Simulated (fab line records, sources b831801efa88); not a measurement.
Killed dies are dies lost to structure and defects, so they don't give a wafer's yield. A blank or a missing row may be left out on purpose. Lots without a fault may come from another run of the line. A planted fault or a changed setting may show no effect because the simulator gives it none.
Which tool did it? | flow sky130 | 14 lots, 42 wafers sampled, at 4 steps of a route of 708

WHAT THE GAUGES READ, wafer by wafer
SKY_VT_ADJUST_HVTR_TW_MEAS_11. Usual: VT_ADJUST_HVTR_TW 210.8, standard deviation 0.97.
lot  | measured     | on            | VT_ADJUST_HVTR_TW | flag
L388 | day 9 17:43  | film_metro-04 | 208.7 209.6 210.1 |
L394 | day 11 14:23 | film_metro-03 | 211.5 211.9 212.4 |
L395 | day 11 18:52 | film_metro-03 | 211.4 211.4 211.2 |
L396 | day 12 02:18 | film_metro-03 | 210.6 209.7 210.1 |
L397 | day 12 14:23 | film_metro-04 | 210.9 210.1 211.3 |
L398 | day 12 18:10 | film_metro-04 | 211.4 211.2 212.2 |
L399 | day 13 07:04 | film_metro-01 | 210.9 210.1 210.5 |
L400 | day 13 14:26 | film_metro-01 | 211.3 211.6 212.1 |
L403 | day 14 07:49 | film_metro-03 | 209.6 209.7 209.4 |
L405 | day 15 07:04 | film_metro-04 | 212.2 212.7 212.1 |
L406 | day 15 16:08 | film_metro-04 | 211.8 210.5 211.2 |
L407 | day 15 17:48 | film_metro-03 | 211.5 211.2 210.4 |
L408 | day 15 23:52 | film_metro-03 | 210.9 211.2 210.3 |
L409 | day 16 07:25 | film_metro-04 | 209.9 209.9 210.4 |

SKY_SD_N_TW_MEAS_12. Usual: SD_N_TW 4004, standard deviation 37.
lot  | measured     | on            | SD_N_TW        | flag
L388 | day 28 12:19 | film_metro-03 | 3924 3949 3946 |
L394 | day 30 12:28 | film_metro-02 | 4054 4052 4045 |
L395 | day 30 14:06 | film_metro-04 | 3999 4023 4022 |
L396 | day 30 18:14 | film_metro-02 | 4059 4057 4035 |
L397 | day 31 07:41 | film_metro-04 | 3972 3990 3978 |
L398 | day 31 13:23 | film_metro-04 | 3960 3974 3985 |
L399 | day 32 00:44 | film_metro-02 | 4044 4046 4062 |
L400 | day 32 09:23 | film_metro-03 | 4005 3997 3991 |
L403 | day 33 04:26 | film_metro-02 | 4023 4007 4038 |
L405 | day 34 05:57 | film_metro-04 | 4028 4013 4010 |
L406 | day 34 13:19 | film_metro-02 | 4045 4053 4049 |
L407 | day 34 14:05 | film_metro-04 | 3999 3997 3990 |
L408 | day 34 19:30 | film_metro-04 | 4022 3986 3992 |
L409 | day 35 02:41 | film_metro-03 | 3946 3975 3963 |

SKY_SD_N_RS_MEAS_16: measures by four-point-probe. Usual: SD_N_RS 68.57 ohm/sq, standard deviation 0.11.
lot  | measured     | on            | SD_N_RS (ohm/sq)  | flag
L388 | day 28 12:37 | film_metro-04 | 68.76 68.59 68.76 |
L394 | day 30 12:47 | film_metro-03 | 68.47 68.62 68.59 |
L395 | day 30 14:23 | film_metro-02 | 68.43 68.42 68.42 |
L396 | day 30 18:31 | film_metro-03 | 68.50 68.62 68.47 |
L397 | day 31 07:58 | film_metro-02 | 68.53 68.47 68.49 |
L398 | day 31 13:40 | film_metro-02 | 68.56 68.35 68.58 |
L399 | day 32 01:01 | film_metro-03 | 68.70 68.68 68.60 |
L400 | day 32 09:46 | film_metro-03 | 68.65 68.49 68.48 |
L403 | day 33 04:43 | film_metro-04 | 68.38 68.55 68.76 |
L405 | day 34 06:14 | film_metro-04 | 68.60 68.67 68.70 |
L406 | day 34 13:37 | film_metro-04 | 68.61 68.49 68.51 |
L407 | day 34 14:23 | film_metro-03 | 68.63 68.57 68.69 |
L408 | day 34 19:49 | film_metro-03 | 68.76 68.56 68.51 |
L409 | day 35 02:58 | film_metro-02 | 68.53 68.43 68.42 |

WHICH TOOL RAN EACH LOT (tool, then ch and the chambers of the sampled wafers, then the start)
lot  | SKY_LDD_LDN_PEB_05
L388 | litho_track-01 ch 0, day 23 10:55
L394 | litho_track-04 ch 0, day 25 14:22
L395 | litho_track-01 ch 0, day 25 15:09
L396 | litho_track-04, day 25 19:31
L397 | litho_track-03, day 26 10:15
L398 | litho_track-01 ch 0, day 26 16:09
L399 | litho_track-01 ch 0, day 27 05:33
L400 | litho_track-04 ch 0, day 27 13:25
L403 | litho_track-04 ch 0, day 28 10:22
L405 | litho_track-01 ch 0, day 29 12:24
L406 | litho_track-04 ch 0, day 29 21:14
L407 | litho_track-04 ch 0, day 29 22:25
L408 | litho_track-03 ch 0, day 30 05:23
L409 | litho_track-01 ch 0, day 30 12:49
- SKY_LDD_LDN_PEB_05

WHAT THE TOOLS THEMSELVES READ (means of the sampled wafers that have a number; where no wafer has one, the mark that the record gives instead)
SKY_LDD_LDN_PEB_05. Usual: exhaust_pa 45.1 Pa, standard deviation 1.
lot  | tool           | exhaust_pa (Pa) | flag
L388 | litho_track-01 | 45.8            |
L394 | litho_track-04 | 44.7            |
L395 | litho_track-01 | 44.5            |
L396 | litho_track-04 | -               | OFF
L397 | litho_track-03 | -               | OFF
L398 | litho_track-01 | 45.6            |
L399 | litho_track-01 | 45.4            |
L400 | litho_track-04 | 45.6            |
L403 | litho_track-04 | 46.2            |
L405 | litho_track-01 | 44.9            |
L406 | litho_track-04 | 44.4            |
L407 | litho_track-04 | 44.2            |
L408 | litho_track-03 | 45.7            |
L409 | litho_track-01 | 45.9            |

THE ANSWER, worked out from the rows above alone
Rule: a lot is off if the mean of its wafers that have a number lies more than 3 standard deviations from the usual mean. A lot without any number at a reading at which 4 lots or more have one is off too. The other lots that the step has rows for count as sound. The gauges are gone through in route order, then the tools' own readings, and for those a lot's mean is taken as printed above. The first step at which some lot is off is used, and at that step the reading that is off furthest; a lot without a number counts as furthest.
Off: L396, L397, at SKY_LDD_LDN_PEB_05 (exhaust_pa). Without a number there: L396, L397.
A tool fits if, at that step or a process step before it, it ran every lot that is off, and no sound lot after the first of them. None of those tried fits.

WHAT THE SIMULATOR HAD PUT IN
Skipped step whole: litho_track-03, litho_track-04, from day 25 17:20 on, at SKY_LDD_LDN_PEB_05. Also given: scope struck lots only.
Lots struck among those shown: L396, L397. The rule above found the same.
